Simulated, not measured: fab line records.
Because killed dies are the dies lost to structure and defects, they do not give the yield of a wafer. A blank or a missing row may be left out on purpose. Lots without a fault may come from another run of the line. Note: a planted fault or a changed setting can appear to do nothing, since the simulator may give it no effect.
Which tool did it? | flow gf180mcu | Sampling: 24 lots, 72 wafers, 5 of 602 route steps

## WHAT THE GAUGES READ, wafer by wafer
GF_M4_RS_MEAS_05: uses a four-point probe to measure.
lot  | measured     | on           | M4_ALCU_RS (ohm/sq)
L074 | day 22 05:18 | filmMetro-03 | 0.0702 0.0712 0.0713
L075 | day 22 12:10 | filmMetro-03 | 0.0720 0.0731 0.0727
L076 | day 22 22:12 | filmMetro-04 | 0.0712 0.0708 0.0713
L077 | day 23 07:35 | filmMetro-04 | 0.0734 0.0730 0.0728
L078 | day 23 23:19 | filmMetro-04 | 0.0753 0.0743 0.0745
L079 | day 24 06:32 | filmMetro-01 | 0.0724 0.0725 0.0729
L080 | day 24 14:11 | filmMetro-03 | 0.0727 0.0725 0.0720
L081 | day 25 01:49 | filmMetro-01 | 0.0725 0.0723 0.0720
L082 | day 25 05:43 | filmMetro-04 | 0.0710 0.0716 0.0711
L083 | day 25 12:02 | filmMetro-01 | 0.0726 0.0729 0.0726
L084 | day 26 00:05 | filmMetro-01 | 0.0723 0.0734 0.0724
L085 | day 26 08:40 | filmMetro-01 | 0.0733 0.0738 0.0733
L086 | day 26 13:35 | filmMetro-01 | 0.0718 0.0717 0.0703
L087 | day 26 21:20 | filmMetro-04 | 0.0715 0.0724 0.0716
L088 | day 27 06:14 | filmMetro-03 | 0.0724 0.0737 0.0737
L090 | day 27 21:56 | filmMetro-03 | 0.0713 0.0710 0.0718
L089 | day 27 23:11 | filmMetro-01 | 0.0723 0.0731 0.0732
L091 | day 28 10:32 | filmMetro-01 | 0.0725 0.0719 0.0719
L092 | day 28 12:12 | filmMetro-01 | 0.0731 0.0727 0.0727
L093 | day 28 19:02 | filmMetro-04 | 0.0726 0.0722 0.0720
L094 | day 29 02:05 | filmMetro-03 | 0.0728 0.0733 0.0724
L095 | day 29 02:22 | filmMetro-04 | 0.0714 0.0720 0.0713
L096 | day 29 13:57 | filmMetro-03 | 0.0727 0.0718 0.0718
L097 | day 29 16:04 | filmMetro-01 | 0.0723 0.0723 0.0726

## EACH LOT AND THE TOOL THAT RAN IT (in order: tool; ch and the chambers of the sampled wafers; start)
lot  | GF_V2_ETCH_16                     | GF_M3_SPUTTER_03            | GF_V3_ETCH_17                                | GF_V3_SPUTTER_21
L074 | rieDiel-01 ch 0,3, day 20 01:33   | pvdSputter-01, day 20 03:04 | rieDiel-04 ch 1,3, day 22 04:22 or earlier   | pvdSputter-02, day 22 04:22
L075 | rieDiel-04 ch 0,2,3, day 20 07:56 | pvdSputter-01, day 20 09:26 | rieDiel-02 ch 0,2,3, day 22 10:53 or earlier | pvdSputter-03, day 22 10:53
L076 | rieDiel-04 ch 0,2,3, day 20 19:02 | pvdSputter-01, day 20 20:32 | rieDiel-02 ch 2,3, day 22 21:16 or earlier   | pvdSputter-04, day 22 21:16
L077 | rieDiel-01 ch 1, day 21 05:09     | pvdSputter-01, day 21 06:46 | rieDiel-02 ch 0,3, day 23 06:38 or earlier   | pvdSputter-02, day 23 06:38
L078 | rieDiel-04 ch 2,3, day 21 20:12   | pvdSputter-02, day 21 21:47 | rieDiel-02 ch 0,2,3, day 23 22:23 or earlier | pvdSputter-02, day 23 22:23
L079 | rieDiel-03 ch 1,2,3, day 22 03:59 | pvdSputter-03, day 22 05:34 | rieDiel-01 ch 0,2,3, day 24 05:38 or earlier | pvdSputter-03, day 24 05:38
L080 | rieDiel-03 ch 1,3, day 22 11:54   | pvdSputter-03, day 22 13:27 | rieDiel-04 ch 2,3, day 24 13:16 or earlier   | pvdSputter-02, day 24 13:16
L081 | rieDiel-03 ch 0,1,2, day 22 19:41 | pvdSputter-01, day 22 21:12 | rieDiel-02 ch 0,1,2, day 24 21:07 or earlier | pvdSputter-03, day 24 21:07
L082 | rieDiel-03 ch 0,1,2, day 23 03:47 | pvdSputter-03, day 23 05:24 | rieDiel-02 ch 0,1,2, day 25 04:48 or earlier | pvdSputter-02, day 25 04:48
L083 | rieDiel-04 ch 2,3, day 23 11:58   | pvdSputter-02, day 23 13:29 | rieDiel-01 ch 1,2, day 25 11:07 or earlier   | pvdSputter-04, day 25 11:07
L084 | rieDiel-04 ch 0,2, day 23 20:56   | pvdSputter-03, day 23 22:31 | rieDiel-02 ch 1,2,3, day 25 23:08 or earlier | pvdSputter-04, day 25 23:08
L085 | rieDiel-03 ch 0,1,3, day 24 09:46 | pvdSputter-02, day 24 11:20 | rieDiel-02 ch 0,3, day 26 07:44 or earlier   | pvdSputter-04, day 26 07:44
L086 | rieDiel-04 ch 1,2, day 24 14:10   | pvdSputter-01, day 24 15:45 | rieDiel-04 ch 0,2,3, day 26 12:39 or earlier | pvdSputter-03, day 26 12:39
L087 | rieDiel-01 ch 0,2,3, day 24 19:10 | pvdSputter-01, day 25 00:37 | rieDiel-02 ch 1,2, day 26 20:22 or earlier   | pvdSputter-02, day 26 20:22
L088 | rieDiel-03 ch 2,3, day 25 07:51   | pvdSputter-01, day 25 09:22 | rieDiel-02 ch 0,2,3, day 27 05:20 or earlier | pvdSputter-03, day 27 05:20
L090 | rieDiel-03 ch 0,1,2, day 26 00:10 | pvdSputter-02, day 26 01:46 | rieDiel-02 ch 0,1,2, day 27 21:01 or earlier | pvdSputter-04, day 27 21:01
L089 | rieDiel-01 ch 2,3, day 26 00:30   | pvdSputter-01, day 26 02:03 | rieDiel-01 ch 1,2, day 27 22:16 or earlier   | pvdSputter-02, day 27 22:16
L091 | rieDiel-01 ch 0,1, day 26 12:42   | pvdSputter-03, day 26 14:15 | rieDiel-02 ch 0,1, day 28 09:36 or earlier   | pvdSputter-02, day 28 09:36
L092 | rieDiel-03 ch 0,3, day 26 15:14   | pvdSputter-01, day 26 16:46 | rieDiel-02 ch 1,3, day 28 11:17 or earlier   | pvdSputter-04, day 28 11:17
L093 | rieDiel-03 ch 1,2,3, day 26 22:30 | pvdSputter-02, day 27 00:02 | rieDiel-01 ch 1,2,3, day 28 18:01 or earlier | pvdSputter-04, day 28 18:01
L094 | rieDiel-03 ch 0,1,2, day 27 05:29 | pvdSputter-03, day 27 07:00 | rieDiel-04 ch 1,2,3, day 29 01:11 or earlier | pvdSputter-04, day 29 01:11
L095 | rieDiel-01 ch 1,2,3, day 27 05:58 | pvdSputter-01, day 27 07:30 | rieDiel-01 ch 0,1,2, day 29 01:28 or earlier | pvdSputter-03, day 29 01:28
L096 | rieDiel-01 ch 0,2, day 27 18:40   | pvdSputter-03, day 27 20:11 | rieDiel-01 ch 0,1, day 29 13:02 or earlier   | pvdSputter-02, day 29 13:02
L097 | rieDiel-03 ch 0,2, day 27 21:08   | pvdSputter-03, day 27 22:40 | rieDiel-04 ch 0,3, day 29 15:10 or earlier   | pvdSputter-02, day 29 15:10
- GF_V2_ETCH_16: etches BARC in N2/H2.
- GF_M3_SPUTTER_03: material Ti, target thk 10 nm, time 6.7 s.
- GF_V3_ETCH_17: etches SiO2 in C4F8/O2/Ar, stops on TiN, target depth 635 nm.
- GF_V3_SPUTTER_21: material Ti, target thk 15 nm, time 80.02 s.

## WHAT THE TOOLS THEMSELVES READ (means of the sampled wafers that have a number; where no wafer has one, the mark that the record gives instead)
GF_V2_ETCH_16.
lot  | tool       | biasW (W) | drypumpMotorCurrentA (A) | oesProductAu (a.u.) | throttleValvePct (%)
L074 | rieDiel-01 | 99.82     | 6.0                      | 0.860               | 13.230
L075 | rieDiel-04 | 99.81     | 5.8                      | 0.858               | 13.219
L076 | rieDiel-04 | 100.28    | 5.7                      | 0.858               | 13.227
L077 | rieDiel-01 | 100.09    | 5.4                      | 0.860               | 13.217
L078 | rieDiel-04 | 99.83     | 5.6                      | 0.855               | 13.226
L079 | rieDiel-03 | 99.71     | 5.6                      | 0.855               | 13.223
L080 | rieDiel-03 | 100.13    | 5.8                      | 0.851               | 13.226
L081 | rieDiel-03 | 100.02    | 5.8                      | 0.852               | 13.235
L082 | rieDiel-03 | 100.18    | 5.8                      | 0.859               | 13.218
L083 | rieDiel-04 | 100.11    | 5.6                      | 0.855               | 13.227
L084 | rieDiel-04 | 100.06    | 5.9                      | 0.853               | 13.229
L085 | rieDiel-03 | 99.92     | 5.9                      | 0.849               | 13.221
L086 | rieDiel-04 | 100.05    | 6.0                      | 0.851               | 13.228
L087 | rieDiel-01 | 100.03    | 5.8                      | 0.855               | 13.228
L088 | rieDiel-03 | 99.89     | 5.4                      | 0.854               | 13.228
L090 | rieDiel-03 | 99.82     | 5.8                      | 0.855               | 13.227
L089 | rieDiel-01 | 100.05    | 5.5                      | 0.856               | 13.228
L091 | rieDiel-01 | 99.37     | 6.0                      | 0.855               | 13.223
L092 | rieDiel-03 | 99.80     | 5.8                      | 0.855               | 13.228
L093 | rieDiel-03 | 99.72     | 5.6                      | 0.857               | 13.222
L094 | rieDiel-03 | 100.07    | 5.8                      | 0.851               | 13.225
L095 | rieDiel-01 | 99.99     | 5.5                      | 0.857               | 13.228
L096 | rieDiel-01 | 100.04    | 6.0                      | 0.856               | 13.224
L097 | rieDiel-03 | 100.09    | 5.5                      | 0.855               | 13.237

GF_M3_SPUTTER_03.
lot  | tool          | throttleValvePct (%)
L074 | pvdSputter-01 | 30.2
L075 | pvdSputter-01 | 30.3
L076 | pvdSputter-01 | 29.9
L077 | pvdSputter-01 | 30.2
L078 | pvdSputter-02 | 30.7
L079 | pvdSputter-03 | 29.6
L080 | pvdSputter-03 | 29.0
L081 | pvdSputter-01 | 30.0
L082 | pvdSputter-03 | 28.8
L083 | pvdSputter-02 | 30.4
L084 | pvdSputter-03 | 29.8
L085 | pvdSputter-02 | 30.2
L086 | pvdSputter-01 | 30.2
L087 | pvdSputter-01 | 30.4
L088 | pvdSputter-01 | 30.2
L090 | pvdSputter-02 | 30.4
L089 | pvdSputter-01 | 30.2
L091 | pvdSputter-03 | 28.5
L092 | pvdSputter-01 | 30.0
L093 | pvdSputter-02 | 29.7
L094 | pvdSputter-03 | 29.6
L095 | pvdSputter-01 | 30.0
L096 | pvdSputter-03 | 29.2
L097 | pvdSputter-03 | 29.7

GF_V3_ETCH_17.
lot  | tool       | biasW (W) | oesProductAu (a.u.)
L074 | rieDiel-04 | 1203      | 0.856
L075 | rieDiel-02 | 1201      | 0.858
L076 | rieDiel-02 | 1199      | 0.861
L077 | rieDiel-02 | 1203      | 0.857
L078 | rieDiel-02 | 1200      | 0.852
L079 | rieDiel-01 | 1199      | 0.857
L080 | rieDiel-04 | 1203      | 0.855
L081 | rieDiel-02 | 1197      | 0.855
L082 | rieDiel-02 | 1205      | 0.855
L083 | rieDiel-01 | 1199      | 0.854
L084 | rieDiel-02 | 1202      | 0.861
L085 | rieDiel-02 | 1199      | 0.857
L086 | rieDiel-04 | 1197      | 0.858
L087 | rieDiel-02 | 1196      | 0.856
L088 | rieDiel-02 | 1197      | 0.857
L090 | rieDiel-02 | 1200      | 0.855
L089 | rieDiel-01 | 1202      | 0.859
L091 | rieDiel-02 | 1198      | 0.858
L092 | rieDiel-02 | 1200      | 0.854
L093 | rieDiel-01 | 1200      | 0.859
L094 | rieDiel-04 | 1200      | 0.859
L095 | rieDiel-01 | 1200      | 0.856
L096 | rieDiel-01 | 1199      | 0.857
L097 | rieDiel-04 | 1200      | 0.860

GF_V3_SPUTTER_21.
lot  | tool          | throttleValvePct (%)
L074 | pvdSputter-02 | 29.9
L075 | pvdSputter-03 | 29.4
L076 | pvdSputter-04 | 29.1
L077 | pvdSputter-02 | 31.6
L078 | pvdSputter-02 | 29.5
L079 | pvdSputter-03 | 29.4
L080 | pvdSputter-02 | 29.7
L081 | pvdSputter-03 | 29.6
L082 | pvdSputter-02 | 30.3
L083 | pvdSputter-04 | 29.5
L084 | pvdSputter-04 | 29.2
L085 | pvdSputter-04 | 29.0
L086 | pvdSputter-03 | 29.4
L087 | pvdSputter-02 | 31.4
L088 | pvdSputter-03 | 28.6
L090 | pvdSputter-04 | 29.4
L089 | pvdSputter-02 | 29.3
L091 | pvdSputter-02 | 30.5
L092 | pvdSputter-04 | 29.2
L093 | pvdSputter-04 | 29.2
L094 | pvdSputter-04 | 29.6
L095 | pvdSputter-03 | 29.6
L096 | pvdSputter-02 | 30.5
L097 | pvdSputter-02 | 30.7

## THE ANSWER, worked out from the rows above alone
Rule: what is usual is taken from the lots themselves. Put in order of their means at a reading, lots are off if they are a third of the lots or fewer, leave a main group of 4 or more, and stand apart from it by a gap of 3 or more times the standard deviation of the main group's means; of several such gaps the widest counts. A main group whose means are all the same, to the digits that the tables above print for the reading, isn't used. Also off: a lot with no number at a reading for which 4 or more lots have one. The other lots that the step has rows for count as sound. First the gauges in route order, then the tools' own readings, where a lot's mean is used as printed above. At the first step where some lot is off, the reading lying furthest off is the one used; lots without a number count as furthest.
Across all readings shown, no lot is off: no conclusion can be drawn from this.

## WHAT THE SIMULATOR HAD PUT IN
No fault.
